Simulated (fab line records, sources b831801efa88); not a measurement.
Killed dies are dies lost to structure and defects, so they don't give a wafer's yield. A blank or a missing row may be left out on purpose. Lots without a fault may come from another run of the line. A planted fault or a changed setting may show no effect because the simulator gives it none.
Which tool did it? | flow sky130 | 24 lots, 72 wafers sampled, at 4 steps of a route of 708

WHAT THE GAUGES READ, wafer by wafer
SKY_VIA4_OVL_MEAS_11. Usual: VIA4_OVL -1.0 nm, standard deviation 1.6.
lot  | measured     | on         | VIA4_OVL (nm)  | flag
L074 | day 42 15:17 | overlay-01 | -0.8 2.2 -0.4  |
L075 | day 43 05:00 | overlay-01 | -1.5 2.0 0.4   |
L076 | day 43 06:26 | overlay-02 | -1.4 -3.1 -2.3 |
L077 | day 43 21:11 | overlay-01 | 1.9 -0.2 1.0   |
L078 | day 43 21:46 | overlay-02 | 0.6 -0.9 1.2   |
L079 | day 44 11:29 | overlay-02 | -0.7 -1.1 -2.8 |
L080 | day 44 12:29 | overlay-02 | -2.6 -3.4 -1.7 |
L081 | day 44 18:53 | overlay-01 | 0.6 -0.4 0.5   |
L083 | day 45 12:46 | overlay-02 | -1.3 -2.6 -1.9 |
L082 | day 45 13:29 | overlay-02 | -2.4 -1.4 -2.0 |
L084 | day 45 21:17 | overlay-02 | -2.3 -4.3 -4.2 |
L085 | day 45 21:19 | overlay-01 | -3.5 1.8 -1.2  |
L086 | day 46 02:07 | overlay-02 | -1.4 -2.8 -3.1 |
L087 | day 46 07:19 | overlay-02 | -2.9 -1.0 -0.8 |
L088 | day 46 14:19 | overlay-02 | -0.9 -3.8 -2.9 |
L089 | day 46 22:16 | overlay-01 | -1.5 1.4 -0.1  |
L090 | day 47 03:46 | overlay-02 | -0.7 -3.5 -2.6 |
L092 | day 47 07:19 | overlay-01 | 1.8 3.0 0.8    |
L091 | day 47 10:40 | overlay-01 | -1.4 -0.2 -1.1 |
L093 | day 47 17:22 | overlay-01 | -0.7 0.3 -1.6  |
L094 | day 47 22:10 | overlay-01 | -1.3 -1.8 -3.3 |
L095 | day 48 01:22 | overlay-02 | -2.0 -2.5 -2.0 |
L096 | day 48 11:55 | overlay-01 | 0.8 -1.5 -0.5  |
L097 | day 48 16:49 | overlay-01 | 0.3 -1.7 -0.5  |

SKY_VIA4_THK_MEAS_20: measures by xrf. Usual: VIA4_W_THK 517 nm, standard deviation 8.9.
lot  | measured     | on            | VIA4_W_THK (nm) | flag
L074 | day 42 16:25 | film_metro-01 | 523 526 518     |
L075 | day 43 06:11 | film_metro-03 | 515 516 516     |
L076 | day 43 07:28 | film_metro-03 | 518 513 524     |
L077 | day 43 22:13 | film_metro-03 | 510 507 517     |
L078 | day 43 22:48 | film_metro-04 | 520 526 512     |
L079 | day 44 12:34 | film_metro-01 | 527 536 516     |
L080 | day 44 13:34 | film_metro-01 | 534 529 509     |
L081 | day 44 19:58 | film_metro-04 | 519 530 514     |
L083 | day 45 13:50 | film_metro-03 | 521 513 518     |
L082 | day 45 14:31 | film_metro-04 | 524 522 522     |
L084 | day 45 22:19 | film_metro-01 | 517 515 533     |
L085 | day 45 22:21 | film_metro-04 | 507 503 517     |
L086 | day 46 03:10 | film_metro-04 | 515 529 533     |
L087 | day 46 08:22 | film_metro-01 | 514 514 521     |
L088 | day 46 15:22 | film_metro-03 | 519 505 516     |
L089 | day 46 23:19 | film_metro-04 | 511 529 514     |
L090 | day 47 04:50 | film_metro-03 | 505 526 507     |
L092 | day 47 08:21 | film_metro-01 | 533 517 532     |
L091 | day 47 11:42 | film_metro-03 | 503 517 504     |
L093 | day 47 18:34 | film_metro-04 | 504 511 506     |
L094 | day 47 23:21 | film_metro-01 | 512 514 506     |
L095 | day 48 02:25 | film_metro-04 | 508 523 521     |
L096 | day 48 13:14 | film_metro-04 | 518 525 521     |
L097 | day 48 17:51 | film_metro-04 | 528 510 529     |

WHICH TOOL RAN EACH LOT (tool, then ch and the chambers of the sampled wafers, then the start)
lot  | SKY_VIA4_CMP_02               | SKY_VIA4_CVD_18
L074 | cmp-02 ch 0,2,3, day 41 15:41 | cvd_w-02 ch 0,1, day 42 16:10
L075 | cmp-02 ch 0,1,2, day 42 05:46 | cvd_w-01 ch 1, day 43 05:53
L076 | cmp-01 ch 0,2,3, day 42 07:29 | cvd_w-02 ch 0,1, day 43 07:11
L077 | cmp-02 ch 0,3, day 42 22:05   | cvd_w-02 ch 0,1, day 43 21:59
L078 | cmp-01 ch 0,2,3, day 42 23:47 | cvd_w-02 ch 0,1, day 43 22:32
L079 | cmp-02 ch 0,2,3, day 43 12:35 | cvd_w-01 ch 0,1, day 44 12:18
L080 | cmp-02 ch 1,3, day 43 13:59   | cvd_w-01 ch 0,1, day 44 13:17
L081 | cmp-02 ch 0,1,3, day 43 20:26 | cvd_w-02 ch 0,1, day 44 19:41
L083 | cmp-02 ch 0,1,2, day 44 15:19 | cvd_w-01 ch 1, day 45 13:34
L082 | cmp-01 ch 1,3, day 44 16:13   | cvd_w-02 ch 0, day 45 14:15
L084 | cmp-02 ch 0,3, day 44 23:56   | cvd_w-01 ch 0,1, day 45 22:02
L085 | cmp-01 ch 0,2,3, day 45 00:07 | cvd_w-02 ch 0,1, day 45 22:05
L086 | cmp-01 ch 0,2, day 45 05:20   | cvd_w-02 ch 0,1, day 46 02:53
L087 | cmp-01 ch 1,3, day 45 10:10   | cvd_w-02 ch 1, day 46 08:05
L088 | cmp-01 ch 0,2,3, day 45 17:13 | cvd_w-01 ch 0,1, day 46 15:05
L089 | cmp-02 ch 1,3, day 46 01:08   | cvd_w-02 ch 0,1, day 46 23:02
L090 | cmp-01 ch 1,2, day 46 07:17   | cvd_w-02 ch 0,1, day 47 04:34
L092 | cmp-01 ch 1,2,3, day 46 10:59 | cvd_w-01 ch 0,1, day 47 08:05
L091 | cmp-01 ch 1,2,3, day 46 14:26 | cvd_w-01 ch 0,1, day 47 11:26
L093 | cmp-01 ch 1,2,3, day 46 21:56 | cvd_w-02 ch 1, day 47 18:08
L094 | cmp-01 ch 0,2,3, day 47 02:31 | cvd_w-02 ch 1, day 47 22:56
L095 | cmp-02 ch 1,2, day 47 06:10   | cvd_w-01 ch 0,1, day 48 02:08
L096 | cmp-01 ch 0,1,3, day 47 15:59 | cvd_w-01 ch 1, day 48 12:58
L097 | cmp-02 ch 0,2,3, day 47 21:55 | cvd_w-02 ch 0,1, day 48 17:35
- SKY_VIA4_CMP_02: polishes SiO2.
- SKY_VIA4_CVD_18: deposits W, target thk 505 nm, time 152.14 s.

WHAT THE TOOLS THEMSELVES READ (means of the sampled wafers that have a number; where no wafer has one, the mark that the record gives instead)
SKY_VIA4_CMP_02. Usual: motor_current_A 12.8 A, standard deviation 1.3.
lot  | tool   | motor_current_A (A) | flag
L074 | cmp-02 | 12.9                |
L075 | cmp-02 | 12.2                |
L076 | cmp-01 | 13.0                |
L077 | cmp-02 | 12.9                |
L078 | cmp-01 | 13.1                |
L079 | cmp-02 | 12.2                |
L080 | cmp-02 | 12.9                |
L081 | cmp-02 | 12.9                |
L083 | cmp-02 | 12.5                |
L082 | cmp-01 | 14.1                |
L084 | cmp-02 | 13.2                |
L085 | cmp-01 | 13.0                |
L086 | cmp-01 | 12.8                |
L087 | cmp-01 | 13.8                |
L088 | cmp-01 | 12.7                |
L089 | cmp-02 | 12.4                |
L090 | cmp-01 | 13.6                |
L092 | cmp-01 | 13.7                |
L091 | cmp-01 | 14.0                |
L093 | cmp-01 | 13.2                |
L094 | cmp-01 | 13.2                |
L095 | cmp-02 | 12.2                |
L096 | cmp-01 | 12.4                |
L097 | cmp-02 | 12.5                |

SKY_VIA4_CVD_18. Usual: heater_power_w 827 W, standard deviation 150.
lot  | tool     | heater_power_w (W) | flag
L074 | cvd_w-02 | 826                |
L075 | cvd_w-01 | 672                |
L076 | cvd_w-02 | 829                |
L077 | cvd_w-02 | 833                |
L078 | cvd_w-02 | 936                |
L079 | cvd_w-01 | 748                |
L080 | cvd_w-01 | 750                |
L081 | cvd_w-02 | 837                |
L083 | cvd_w-01 | 668                |
L082 | cvd_w-02 | 1048               |
L084 | cvd_w-01 | 825                |
L085 | cvd_w-02 | 829                |
L086 | cvd_w-02 | 935                |
L087 | cvd_w-02 | 717                |
L088 | cvd_w-01 | 743                |
L089 | cvd_w-02 | 837                |
L090 | cvd_w-02 | 826                |
L092 | cvd_w-01 | 758                |
L091 | cvd_w-01 | 837                |
L093 | cvd_w-02 | 726                |
L094 | cvd_w-02 | 722                |
L095 | cvd_w-01 | 759                |
L096 | cvd_w-01 | 661                |
L097 | cvd_w-02 | 928                |

THE ANSWER, worked out from the rows above alone
Rule: a lot is off if the mean of its wafers that have a number lies more than 3 standard deviations from the usual mean. A lot without any number at a reading at which 4 lots or more have one is off too. The other lots that the step has rows for count as sound. The gauges are gone through in route order, then the tools' own readings, and for those a lot's mean is taken as printed above. The first step at which some lot is off is used, and at that step the reading that is off furthest; a lot without a number counts as furthest.
No lot is off at any reading shown: from this, nothing can be told.

WHAT THE SIMULATOR HAD PUT IN
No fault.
